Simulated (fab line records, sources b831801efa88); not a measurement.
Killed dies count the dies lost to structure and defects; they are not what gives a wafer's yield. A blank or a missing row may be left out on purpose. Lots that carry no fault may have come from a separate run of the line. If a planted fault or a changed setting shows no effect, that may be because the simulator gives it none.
The tool behind it: which one? | flow sfq_line | 21 wafers sampled from 7 lots at 1 step of a route of 325

== WHAT THE GAUGES READ, wafer by wafer ==
SFQ_INCOMING_BOW_MEAS_900.
lot  | measured    | on            | INCOMING_BOW (um)
L791 | day 1 15:02 | film_metro-01 | -7 3 -10
L797 | day 2 21:02 | film_metro-04 | 1 -8 -6
L800 | day 3 12:00 | film_metro-01 | 4 1 1
L802 | day 3 22:02 | film_metro-04 | -9 1 -1
L804 | day 4 08:01 | film_metro-02 | -3 -3 5
L811 | day 5 19:02 | film_metro-01 | 0 -6 4
L813 | day 6 05:00 | film_metro-04 | -7 0 -5

== WHICH TOOL RAN EACH LOT (tool, then ch and the chambers of the sampled wafers, then the start) ==
No process step before these readings appears in the record.

== THE ANSWER, worked out from the rows above alone ==
Rule: the usual values come from the lots themselves. The widest of any qualifying gaps counts: lots, ordered by their means at a reading, are off when they make up no more than a third of the lots, leave a main group of 4 or more, and stand apart from it by 3 or more times the standard deviation of that group's means. If all means in a main group match to the digits the tables above print for the reading, that group is not used. Also off: a lot with no number at a reading for which 4 or more lots have one. Any other lot the step has rows for is counted as sound.
Across all readings shown, no lot is off: no conclusion can be drawn from this.

== WHAT THE SIMULATOR HAD PUT IN ==
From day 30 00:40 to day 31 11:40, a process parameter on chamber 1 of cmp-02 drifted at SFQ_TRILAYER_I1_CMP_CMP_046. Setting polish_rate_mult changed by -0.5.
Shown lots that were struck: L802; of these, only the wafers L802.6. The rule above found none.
